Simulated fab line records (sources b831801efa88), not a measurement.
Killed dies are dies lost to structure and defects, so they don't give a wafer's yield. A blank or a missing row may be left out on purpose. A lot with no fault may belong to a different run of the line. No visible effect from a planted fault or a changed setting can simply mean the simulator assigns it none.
fab line records	flow gf180mcu
record: lots: 24	wafers: 72	last_day: 34
route steps=602 shown V2@386 M3@426 M4@457 V5@555
lots that met no fault: from a run of the same line without faults
start_h: the number of hours between the record's first day and the start of the first shown wafer of the lot	wait_h: hours elapsed since this lot's preceding step	" unchanged from the row above	L1.1+2: a row that stands for several wafers	- no value, or no start given	* or withheld: withheld	< > ~ a bound
route shown NAME@n: a module of which the file shows steps, and the number in the route of the first	usual: average and standard deviation across the fault-free wafers	same: alike in all rows	chamber/n: place in a boat	sites: each site's reading	_std_site: the standard deviation of these	_edge_site: outer sites' mean less inner sites'	radius_mm: for every site, how far away it sits from the centre of the wafer	mask NAME#n: copy n	behind: the tool/chamber that last shaped the wafer	hold: what put the lot on hold/how long, in hours/how the hold closed	device: which transistor (n, p or np) failed to switch	end of line: tests run on the same wafers once the route is complete	a step without rows: its recipe alone	killed: not the wafer's yield, but the dies lost to structure and defects at the first sort	map: a wafer's dies, marking killed ones x, the rest . and places with no die _
set.NAME: the setting as run; set.NAME@STEP: as run at that earlier step	model.NAME: the simulator's own value behind a step, which no gauge read
the route's steps for a sample of lots (tables are steps, rows are wafers)
services: from which hour (start_h, from the record's first day; less than 0 if before it) a tool's chamber was out of use, for how many hours, and why
== steps ==
step: GF_V2_CMP_04
recipe: material: SiO2	down_force_psi: 4	platen_rpm: 60	pad_velocity_m_s: 0.94248
usual: motor_current_A: 13.1/1.4	platen_rpm: 60.00/0.038	time_to_endpoint_s: 80/5.9
lot.wafer	tool	chamber	start_h	wait_h	motor_current_A	platen_rpm	time_to_endpoint_s
L074.4	cmp-02	0	430.22	0.1	12.4	59.98	84
L074.1	"	1	"	"	11.2	60.00	81
L074.6	"	3	"	"	15.3	60.01	85
L075.4	cmp-01	1	442.00	0.0	13.7	60.01	81
L075.2	"	2	"	"	14.4	60.04	81
L075.1	"	0	"	"	10.9	59.99	90
L076.2	cmp-02	0	450.85	0.1	13.4	60.02	77
L076.4	"	2	"	"	13.0	60.03	85
L076.6	"	3	"	"	14.9	60.02	74
L077.4	cmp-02	3	460.80	0.1	15.5	59.99	79
L077.2	"	1	"	"	11.1	59.96	84
L077.5	"	2	"	"	12.7	60.00	82
L078.3	cmp-02	0	467.91	0.1	12.9	59.99	67
L078.2	"	1	"	"	11.5	59.98	75
L078.4	"	2	"	"	12.7	59.96	79
L079.3	cmp-02	3	475.61	0.0	15.8	60.02	72
L079.4	"	0	"	"	13.3	59.99	78
L079.5	"	0	"	"	12.1	59.97	86
L080.3	cmp-01	0	494.24	0.0	11.1	59.99	88
L080.1	"	3	"	"	12.9	60.08	86
L080.6	"	0	"	"	10.8	60.12	93
L081.4	cmp-02	3	509.75	0.0	15.4	59.99	80
L081.2	"	1	"	"	11.8	60.00	75
L081.5	"	0	"	"	13.1	60.04	83
L082.1	cmp-02	1	515.30	0.1	10.9	60.03	81
L082.2	"	2	"	"	13.0	59.94	86
L082.6	"	1	"	"	11.6	60.06	83
L083.1	cmp-02	0	535.00	0.2	12.4	59.96	73
L083.2	"	1	"	"	11.0	59.98	73
L083.5	"	0	"	"	12.4	60.01	77
L084.3	cmp-02	1	548.45	0.1	11.5	60.01	75
L084.6	"	0	"	"	13.0	59.95	76
L084.5	"	1	"	"	11.3	60.02	76
L086.1	cmp-01	3	553.84	0.1	13.5	59.96	88
L086.3	"	0	"	"	11.2	60.03	96
L086.6	"	3	"	"	12.9	59.94	87
L085.1	cmp-01	0	556.15	0.1	11.1	59.98	86
L085.4	"	2	"	"	14.5	60.07	81
L085.6	"	3	"	"	12.8	59.92	91
L088.3	cmp-01	3	560.10	0.1	13.3	60.02	89
L088.2	"	0	"	"	11.6	59.96	87
L088.6	"	2	"	"	14.7	60.02	88
L087.2	cmp-02	0	562.68	0.0	13.5	60.03	80
L087.4	"	2	"	"	12.9	59.96	78
L087.1	"	3	"	"	15.0	60.05	70
L089.3	cmp-01	1	577.02	0.0	13.5	60.00	74
L089.2	"	3	"	"	13.6	59.98	74
L089.4	"	0	"	"	10.7	59.95	86
L090.4	cmp-01	0	579.44	0.0	11.3	60.04	93
L090.3	"	1	"	"	13.6	59.96	82
L090.1	"	2	"	"	15.2	59.95	81
L091.1	cmp-01	3	591.16	0.1	13.6	59.99	83
L091.2	"	0	"	"	11.7	59.97	78
L091.5	"	3	"	"	12.8	59.96	87
L092.4	cmp-01	1	591.86	0.0	13.1	60.01	74
L092.3	"	2	"	"	15.0	60.07	79
L092.1	"	0	"	"	11.1	60.00	86
L093.2	cmp-02	1	599.18	0.1	11.6	60.05	75
L093.1	"	2	"	"	12.8	59.95	72
L093.6	"	1	"	"	11.5	60.11	77
L094.1	cmp-01	2	603.35	0.1	14.2	59.97	82
L094.3	"	3	"	"	13.0	59.98	77
L094.6	"	1	"	"	14.3	59.97	86
L095.2	cmp-02	1	610.25	0.1	11.2	59.98	77
L095.3	"	2	"	"	12.5	60.00	74
L095.5	"	1	"	"	11.3	60.02	77
L096.4	cmp-02	3	619.35	0.0	15.9	60.00	75
L096.1	"	0	"	"	12.7	60.00	77
L096.3	"	2	"	"	12.4	60.03	81
L097.4	cmp-01	1	627.47	0.1	13.3	59.98	71
L097.2	"	3	"	"	13.4	60.00	72
L097.6	"	0	"	"	11.0	60.03	85
step: GF_V2_CVD_23
recipe: material: W	target_thk_nm: 350	time_s: 104.94	temp_c: 400	pressure_torr: 40
usual: heater_power_w: 812/170
lot.wafer	tool	chamber	start_h	wait_h	heater_power_w
L074.1	cvd_w-02	1	453.87	0.0	647
L074.4	"	0	"	"	885
L074.6	"	0	"	"	882
L075.1	cvd_w-01	0	467.06	0.0	705
L075.2	"	1	"	"	1096
L075.4	"	0	"	"	693
L076.2	cvd_w-02	0	476.52	0.0	887
L076.4	"	0	"	"	874
L076.6	"	0	"	"	885
L077.2	cvd_w-02	0	486.08	0.0	883
L077.4	"	0	"	"	886
L077.5	"	1	"	"	653
L078.2	cvd_w-02	1	493.22	0.0	656
L078.3	"	1	"	"	635
L078.4	"	0	"	"	888
L079.3	cvd_w-01	0	500.25	0.1	703
L079.4	"	1	"	"	1113
L079.5	"	0	"	"	696
L080.1	cvd_w-01	0	519.19	0.0	693
L080.3	"	1	"	"	1111
L080.6	"	0	"	"	715
L081.2	cvd_w-02	1	534.36	0.0	657
L081.4	"	1	"	"	647
L081.5	"	0	"	"	883
L082.1	cvd_w-02	0	539.92	0.0	886
L082.2	"	1	"	"	649
L082.6	"	1	"	"	640
L083.1	cvd_w-01	0	559.37	0.0	712
L083.2	"	0	"	"	691
L083.5	"	0	"	"	694
L084.3	cvd_w-02	1	571.62	0.1	618
L084.5	"	1	"	"	651
L084.6	"	1	"	"	654
L086.1	cvd_w-02	0	577.07	0.0	882
L086.3	"	0	"	"	910
L086.6	"	0	"	"	902
L085.1	cvd_w-01	1	579.50	0.0	1127
L085.4	"	0	"	"	690
L085.6	"	1	"	"	1090
L088.2	cvd_w-01	0	582.76	0.0	681
L088.3	"	1	"	"	1110
L088.6	"	1	"	"	1118
L087.1	cvd_w-01	0	584.89	0.0	695
L087.2	"	1	"	"	1124
L087.4	"	1	"	"	1099
L089.2	cvd_w-02	0	599.37	0.0	879
L089.3	"	0	"	"	916
L089.4	"	1	"	"	643
L090.1	cvd_w-01	1	601.19	0.0	1128
L090.3	"	0	"	"	686
L090.4	"	1	"	"	1102
L091.1	cvd_w-01	0	612.79	0.0	702
L091.2	"	1	"	"	1132
L091.5	"	1	"	"	1087
L092.1	cvd_w-01	1	614.07	0.0	1091
L092.3	"	1	"	"	1117
L092.4	"	0	"	"	680
L093.1	cvd_w-02	0	621.51	0.0	881
L093.2	"	1	"	"	678
L093.6	"	1	"	"	652
L094.1	cvd_w-02	0	624.95	0.0	911
L094.3	"	0	"	"	879
L094.6	"	0	"	"	913
L095.2	cvd_w-02	0	631.65	0.0	890
L095.3	"	1	"	"	654
L095.5	"	1	"	"	644
L096.1	cvd_w-02	0	640.17	0.0	898
L096.3	"	0	"	"	919
L096.4	"	1	"	"	658
L097.2	cvd_w-02	1	648.56	0.0	647
L097.4	"	1	"	"	656
L097.6	"	0	"	"	897
step: GF_M3_STRIP_17
recipe: chemistry: O2/N2	power_w: 1400	pressure_mtorr: 1500	platen_temp_c: 250	o2_flow_sccm: 3000	n2_flow_sccm: 300	overash_fraction: 0.5
usual: drypump_motor_current_A: 6.0/0.44	heater_power_w: 331/33	n2_flow_sccm: 300.0/0.86	oes_product_au: 0.537/0.0054	platen_temp_c: 250.04/0.18	strip_time_to_endpoint_s: 7.37/0.045
lot.wafer	tool	chamber	start_h	wait_h	drypump_motor_current_A	heater_power_w	n2_flow_sccm	oes_product_au	platen_temp_c	rf_hours_counter_h	strip_time_to_endpoint_s
L074.1	plasma_asher-03	0	478.28	0.1	5.6	313	300.4	0.538	249.98	37	7.35
L074.4	"	0	"	"	5.5	307	300.2	0.530	250.08	-	7.34
L074.6	"	0	"	"	5.6	308	299.9	0.537	250.11	-	7.37
L075.1	plasma_asher-02	1	491.78	0.1	6.3	342	300.0	0.533	250.04	85	7.34
L075.2	"	0	"	"	5.4	341	300.4	0.545	249.92	85	7.35
L075.4	"	0	"	"	5.4	343	299.4	0.537	249.79	-	7.36
L076.2	plasma_asher-02	1	501.21	0.1	6.3	341	300.6	0.530	249.67	86	7.40
L076.4	"	1	"	"	6.3	341	300.6	0.533	249.82	-	7.38
L076.6	"	0	"	"	5.4	351	300.3	0.543	249.76	-	7.40
L077.2	plasma_asher-03	1	510.38	0.1	6.6	394	298.7	0.535	250.27	40	7.35
L077.4	"	1	"	"	6.6	389	300.1	0.540	250.21	-	7.28
L077.5	"	1	"	"	6.6	397	301.4	0.537	250.19	-	7.37
L078.2	plasma_asher-03	0	517.68	0.1	5.6	302	299.7	0.536	250.05	41	7.30
L078.3	"	0	"	"	5.6	298	297.9	0.537	250.24	-	7.35
L078.4	"	1	"	"	6.6	385	299.7	0.534	250.10	-	7.31
L079.3	plasma_asher-04	1	524.51	0.1	6.0	290	298.0	0.538	249.89	-	7.37
L079.4	"	0	"	"	6.0	293	300.7	0.533	249.94	-	7.29
L079.5	"	1	"	"	6.0	298	299.1	0.543	250.05	-	7.31
L080.1	plasma_asher-02	1	542.83	0.1	6.3	352	301.1	0.535	250.06	90	7.39
L080.3	"	0	"	"	5.4	340	299.7	0.532	249.98	-	7.32
L080.6	"	0	"	"	5.4	344	299.8	0.536	249.97	-	7.37
L081.2	plasma_asher-03	0	558.13	0.1	5.6	306	300.2	0.540	249.96	46	7.45
L081.4	"	0	"	"	5.6	305	298.9	0.530	249.86	-	7.31
L081.5	"	1	"	"	6.6	390	300.6	0.535	249.77	-	7.33
L082.1	plasma_asher-02	0	563.31	0.1	5.3	336	301.3	0.538	249.91	93	7.33
L082.2	"	1	"	"	6.3	352	298.8	0.542	249.97	93	7.39
L082.6	"	0	"	"	5.3	353	300.7	0.540	249.97	-	7.31
L083.1	plasma_asher-02	0	582.01	0.1	5.3	334	301.3	0.540	249.83	95	7.41
L083.2	"	1	"	"	6.3	340	299.3	0.544	250.33	95	7.36
L083.5	"	0	"	"	5.4	339	300.1	0.538	250.01	-	7.42
L084.3	plasma_asher-02	1	594.71	0.1	6.3	356	299.6	0.541	250.05	-	7.39
L084.5	"	1	"	"	6.3	348	299.7	0.541	250.07	-	7.39
L084.6	"	0	"	"	5.4	337	299.4	0.536	249.87	-	7.40
L086.1	plasma_asher-04	1	599.58	0.1	6.0	291	298.8	0.535	250.21	80	7.36
L086.3	"	1	"	"	6.0	288	300.1	0.542	250.23	-	7.39
L086.6	"	0	"	"	6.0	289	300.2	0.539	250.07	-	7.39
L085.1	plasma_asher-04	0	600.93	0.1	6.0	296	299.4	0.538	250.00	80	7.39
L085.4	"	1	"	"	6.0	289	300.5	0.531	249.97	-	7.36
L085.6	"	0	"	"	6.0	289	299.5	0.525	249.85	-	7.28
L088.2	plasma_asher-04	0	604.73	0.1	6.0	289	300.5	0.539	250.00	81	7.35
L088.3	"	0	"	"	6.0	288	299.9	0.530	250.25	-	7.41
L088.6	"	1	"	"	6.0	299	300.4	0.541	250.00	-	7.40
L087.1	plasma_asher-04	1	607.21	0.1	6.0	293	301.4	0.529	250.37	81	7.33
L087.2	"	0	"	"	6.0	293	299.8	0.540	250.04	81	7.36
L087.4	"	0	"	"	6.0	290	300.8	0.529	250.17	-	7.38
L089.2	plasma_asher-03	0	621.26	0.1	5.5	302	301.0	0.522	249.94	53	7.31
L089.3	"	0	"	"	5.5	305	300.0	0.532	250.26	-	7.34
L089.4	"	1	"	"	6.6	394	300.1	0.530	250.10	-	7.29
L090.1	plasma_asher-03	0	622.62	0.1	5.6	308	300.3	0.535	249.98	53	7.39
L090.3	"	0	"	"	5.6	306	298.6	0.535	249.71	-	7.31
L090.4	"	1	"	"	6.6	378	300.8	0.522	249.75	-	7.31
L091.1	plasma_asher-02	1	633.88	0.1	6.3	346	298.7	0.538	250.28	101	7.40
L091.2	"	0	"	"	5.4	350	299.9	0.538	250.03	101	7.41
L091.5	"	1	"	"	6.3	339	299.6	0.537	250.04	-	7.41
L092.1	plasma_asher-03	0	635.41	0.1	5.6	300	300.4	0.536	250.00	54	7.44
L092.3	"	1	"	"	6.6	376	301.2	0.543	250.06	-	7.41
L092.4	"	0	"	"	5.6	297	300.4	0.533	250.22	-	7.38
L093.1	plasma_asher-02	0	642.23	0.1	5.4	334	299.7	0.536	249.96	102	7.42
L093.2	"	1	"	"	6.3	335	300.0	0.549	250.04	102	7.39
L093.6	"	0	"	"	5.4	343	298.9	0.536	250.17	-	7.36
L094.1	plasma_asher-02	0	645.73	0.1	5.4	343	300.1	0.528	250.24	102	7.43
L094.3	"	0	"	"	5.4	343	299.9	0.547	250.27	-	7.51
L094.6	"	0	"	"	5.4	344	298.7	0.539	250.15	-	7.35
L095.2	plasma_asher-02	0	652.49	0.2	5.3	339	300.4	0.536	249.98	103	7.37
L095.3	"	1	"	"	6.3	344	301.0	0.535	249.92	-	7.38
L095.5	"	0	"	"	5.4	344	301.3	0.539	250.20	-	7.37
L096.1	plasma_asher-03	0	661.06	0.1	5.6	314	300.8	0.543	250.36	57	7.48
L096.3	"	0	"	"	5.6	294	300.0	0.549	250.50	-	7.44
L096.4	"	1	"	"	6.6	381	299.9	0.553	250.06	-	7.36
L097.2	plasma_asher-04	0	668.61	0.1	6.0	286	301.5	0.532	250.17	87	7.42
L097.4	"	0	"	"	6.0	288	301.1	0.539	250.43	-	7.35
L097.6	"	0	"	"	6.0	291	300.5	0.535	250.30	-	7.39
step: GF_M4_SPUTTER_01
recipe: material: TiN	target_thk_nm: 30	power_w: 6500	time_s: 25	chamber_pressure_pa: 0.4
usual: throttle_valve_pct: 29.8/0.72
lot.wafer	tool	chamber	start_h	wait_h	throttle_valve_pct
L074.1	pvd_sputter-02	-	505.13	0.1	29.5
L074.4	"	-	"	"	29.5
L074.6	"	-	"	"	29.2
L075.1	pvd_sputter-03	-	518.22	0.1	31.0
L075.2	"	-	"	"	30.2
L075.4	"	-	"	"	29.4
L076.2	pvd_sputter-02	-	527.22	0.1	29.5
L076.4	"	-	"	"	29.9
L076.6	"	-	"	"	29.0
L077.2	pvd_sputter-02	-	536.49	0.1	29.8
L077.4	"	-	"	"	29.8
L077.5	"	-	"	"	29.9
L078.2	pvd_sputter-01	-	543.17	0.1	29.8
L078.3	"	-	"	"	31.4
L078.4	"	-	"	"	29.8
L079.3	pvd_sputter-03	-	549.89	0.1	30.9
L079.4	"	-	"	"	29.4
L079.5	"	-	"	"	31.2
L080.1	pvd_sputter-03	-	568.09	0.1	29.5
L080.3	"	-	"	"	30.0
L080.6	"	-	"	"	29.5
L081.2	pvd_sputter-01	-	582.75	0.1	31.3
L081.4	"	-	"	"	31.4
L081.5	"	-	"	"	29.2
L082.1	pvd_sputter-02	-	586.88	0.1	29.8
L082.2	"	-	"	"	29.7
L082.6	"	-	"	"	29.6
L083.1	pvd_sputter-03	-	605.93	0.1	29.6
L083.2	"	-	"	"	31.3
L083.5	"	-	"	"	30.2
L084.3	pvd_sputter-01	-	618.75	0.1	31.1
L084.5	"	-	"	"	29.8
L084.6	"	-	"	"	28.9
L086.1	pvd_sputter-03	-	623.23	0.1	31.0
L086.3	"	-	"	"	29.9
L086.6	"	-	"	"	29.8
L085.1	pvd_sputter-01	-	623.62	0.1	29.3
L085.4	"	-	"	"	29.5
L085.6	"	-	"	"	31.3
L088.2	pvd_sputter-02	-	628.12	0.1	28.6
L088.3	"	-	"	"	29.7
L088.6	"	-	"	"	29.2
L087.1	pvd_sputter-02	-	630.08	0.1	28.8
L087.2	"	-	"	"	29.6
L087.4	"	-	"	"	29.4
L089.2	pvd_sputter-01	-	643.79	0.1	31.1
L089.3	"	-	"	"	29.2
L089.4	"	-	"	"	29.7
L090.1	pvd_sputter-02	-	644.83	0.1	29.1
L090.3	"	-	"	"	29.5
L090.4	"	-	"	"	28.8
L091.1	pvd_sputter-03	-	656.66	0.1	31.0
L091.2	"	-	"	"	29.6
L091.5	"	-	"	"	29.6
L092.1	pvd_sputter-03	-	657.83	0.1	31.0
L092.3	"	-	"	"	30.1
L092.4	"	-	"	"	30.1
L093.1	pvd_sputter-01	-	664.28	0.1	29.1
L093.2	"	-	"	"	29.6
L093.6	"	-	"	"	31.2
L094.1	pvd_sputter-01	-	668.37	0.1	29.1
L094.3	"	-	"	"	29.6
L094.6	"	-	"	"	29.7
L095.2	pvd_sputter-03	-	674.31	0.1	29.9
L095.3	"	-	"	"	31.1
L095.5	"	-	"	"	30.3
L096.1	pvd_sputter-02	-	682.50	0.1	29.4
L096.3	"	-	"	"	29.5
L096.4	"	-	"	"	28.7
L097.2	pvd_sputter-03	-	690.23	0.1	30.3
L097.4	"	-	"	"	31.0
L097.6	"	-	"	"	29.3
step: GF_M4_SPUTTER_02
recipe: material: AlCu	target_thk_nm: 450	power_w: 10600	time_s: 23.9	chamber_pressure_pa: 0.4
usual: throttle_valve_pct: 29.8/0.71
lot.wafer	tool	chamber	start_h	wait_h	throttle_valve_pct
L074.1	pvd_sputter-02	-	505.16	0.0	29.8
L074.4	"	-	"	"	29.7
L074.6	"	-	"	"	29.4
L075.1	pvd_sputter-03	-	518.25	0.0	31.0
L075.2	"	-	"	"	30.2
L075.4	"	-	"	"	29.6
L076.2	pvd_sputter-02	-	527.25	0.0	29.3
L076.4	"	-	"	"	29.3
L076.6	"	-	"	"	28.8
L077.2	pvd_sputter-02	-	536.52	0.0	29.5
L077.4	"	-	"	"	29.4
L077.5	"	-	"	"	29.6
L078.2	pvd_sputter-01	-	543.20	0.0	29.9
L078.3	"	-	"	"	31.3
L078.4	"	-	"	"	29.5
L079.3	pvd_sputter-03	-	549.92	0.0	31.2
L079.4	"	-	"	"	29.4
L079.5	"	-	"	"	31.1
L080.1	pvd_sputter-03	-	568.12	0.0	29.4
L080.3	"	-	"	"	29.9
L080.6	"	-	"	"	29.6
L081.2	pvd_sputter-01	-	582.78	0.0	31.2
L081.4	"	-	"	"	31.0
L081.5	"	-	"	"	29.1
L082.1	pvd_sputter-02	-	586.91	0.0	29.6
L082.2	"	-	"	"	29.5
L082.6	"	-	"	"	29.5
L083.1	pvd_sputter-03	-	605.96	0.0	29.4
L083.2	"	-	"	"	31.1
L083.5	"	-	"	"	30.1
L084.3	pvd_sputter-01	-	618.78	0.0	31.3
L084.5	"	-	"	"	29.7
L084.6	"	-	"	"	29.0
L086.1	pvd_sputter-03	-	623.26	0.0	31.0
L086.3	"	-	"	"	30.1
L086.6	"	-	"	"	29.7
L085.1	pvd_sputter-01	-	623.65	0.0	29.1
L085.4	"	-	"	"	29.7
L085.6	"	-	"	"	31.2
L088.2	pvd_sputter-02	-	628.15	0.0	28.8
L088.3	"	-	"	"	29.8
L088.6	"	-	"	"	29.5
L087.1	pvd_sputter-02	-	630.11	0.0	28.7
L087.2	"	-	"	"	29.9
L087.4	"	-	"	"	29.7
L089.2	pvd_sputter-01	-	643.82	0.0	30.9
L089.3	"	-	"	"	29.1
L089.4	"	-	"	"	29.6
L090.1	pvd_sputter-02	-	644.86	0.0	29.3
L090.3	"	-	"	"	29.5
L090.4	"	-	"	"	29.0
L091.1	pvd_sputter-03	-	656.69	0.0	31.0
L091.2	"	-	"	"	29.6
L091.5	"	-	"	"	29.4
L092.1	pvd_sputter-03	-	657.86	0.0	31.0
L092.3	"	-	"	"	29.9
L092.4	"	-	"	"	30.1
L093.1	pvd_sputter-01	-	664.31	0.0	29.4
L093.2	"	-	"	"	29.4
L093.6	"	-	"	"	31.0
L094.1	pvd_sputter-01	-	668.40	0.0	29.1
L094.3	"	-	"	"	29.7
L094.6	"	-	"	"	29.6
L095.2	pvd_sputter-03	-	674.35	0.0	30.2
L095.3	"	-	"	"	31.2
L095.5	"	-	"	"	30.4
L096.1	pvd_sputter-02	-	682.53	0.0	29.5
L096.3	"	-	"	"	29.6
L096.4	"	-	"	"	28.9
L097.2	pvd_sputter-03	-	690.26	0.0	30.0
L097.4	"	-	"	"	31.0
L097.6	"	-	"	"	29.7
step: GF_V5_OVL_MEAS_15
usual: V5_OVL: 0/5.6
lot.wafer	tool	chamber	start_h	wait_h	V5_OVL[nm]
L074.1	overlay-01	-	620.14	0.1	-2
L074.4	"	-	"	"	6
L074.6	"	-	"	"	-3
L075.1	overlay-01	-	631.19	0.1	-10
L075.2	"	-	"	"	-11
L075.4	"	-	"	"	-2
L076.2	overlay-01	-	639.70	0.1	-4
L076.4	"	-	"	"	-8
L076.6	"	-	"	"	3
L077.2	overlay-01	-	648.12	0.1	2
L077.4	"	-	"	"	0
L077.5	"	-	"	"	9
L078.2	overlay-01	-	652.49	0.1	6
L078.3	"	-	"	"	-1
L078.4	"	-	"	"	6
L079.3	overlay-02	-	660.55	0.1	6
L079.4	"	-	"	"	2
L079.5	"	-	"	"	-5
L080.1	overlay-01	-	674.04	0.1	6
L080.3	"	-	"	"	15
L080.6	"	-	"	"	9
L081.2	overlay-02	-	688.40	0.1	-5
L081.4	"	-	"	"	-6
L081.5	"	-	"	"	-5
L082.1	overlay-02	-	692.39	0.1	6
L082.2	"	-	"	"	-6
L082.6	"	-	"	"	2
L083.1	overlay-01	-	709.39	0.1	0
L083.2	"	-	"	"	-3
L083.5	"	-	"	"	2
L084.3	overlay-02	-	719.10	0.1	-6
L084.5	"	-	"	"	3
L084.6	"	-	"	"	2
L086.1	overlay-02	-	723.24	0.1	1
L086.3	"	-	"	"	-7
L086.6	"	-	"	"	-4
L085.1	overlay-02	-	724.61	0.1	-7
L085.4	"	-	"	"	-9
L085.6	"	-	"	"	-6
L088.2	overlay-02	-	726.90	0.1	7
L088.3	"	-	"	"	-1
L088.6	"	-	"	"	6
L087.1	overlay-01	-	730.19	0.1	-4
L087.2	"	-	"	"	4
L087.4	"	-	"	"	0
L089.2	overlay-02	-	741.35	0.1	-2
L089.3	"	-	"	"	2
L089.4	"	-	"	"	5
L090.1	overlay-02	-	742.29	0.1	-5
L090.3	"	-	"	"	-2
L090.4	"	-	"	"	1
L091.1	overlay-02	-	753.09	0.1	-3
L091.2	"	-	"	"	9
L091.5	"	-	"	"	1
L092.1	overlay-01	-	753.66	0.1	-5
L092.3	"	-	"	"	-7
L092.4	"	-	"	"	-4
L093.1	overlay-02	-	758.96	0.1	1
L093.2	"	-	"	"	3
L093.6	"	-	"	"	8
L094.1	overlay-02	-	762.56	0.1	2
L094.3	"	-	"	"	1
L094.6	"	-	"	"	-1
L095.2	overlay-02	-	768.55	0.1	3
L095.3	"	-	"	"	0
L095.5	"	-	"	"	1
L096.1	overlay-02	-	774.56	0.1	5
L096.3	"	-	"	"	-4
L096.4	"	-	"	"	5
L097.2	overlay-02	-	781.80	0.1	7
L097.4	"	-	"	"	5
L097.6	"	-	"	"	10
== services ==
tool	chamber	start_h	hours	kind
cmp-02	-	422.86	2.8	repair
pvd_sputter-03	-	429.80	2.0	repair
pvd_sputter-02	-	449.58	3.6	repair
pvd_sputter-03	-	462.55	7.1	repair
pvd_sputter-02	-	465.84	12.9	repair
pvd_sputter-01	-	476.02	20.7	repair
pvd_sputter-03	-	483.07	3.2	repair
pvd_sputter-01	-	511.26	1.5	repair
cmp-02	-	516.30	0.8	repair
pvd_sputter-02	-	521.81	5.0	repair
cmp-01	-	534.21	2.7	repair
cvd_w-01	1	536.96	5.5	repair
cmp-01	-	538.77	2.3	repair
cmp-01	-	542.53	2.7	repair
cvd_w-01	1	554.65	6.9	repair
cvd_w-01	-	567.73	1.3	repair
cvd_w-02	0	570.76	3.4	repair
cmp-01	-	572.25	4.0	pm
pvd_sputter-02	-	580.21	3.0	repair
pvd_sputter-02	-	597.04	2.7	repair
cvd_w-02	0	600.22	2.7	repair
pvd_sputter-03	-	617.45	0.5	repair
cmp-01	-	640.03	2.8	repair
cmp-01	-	668.38	4.9	pm
== key ==
fault none
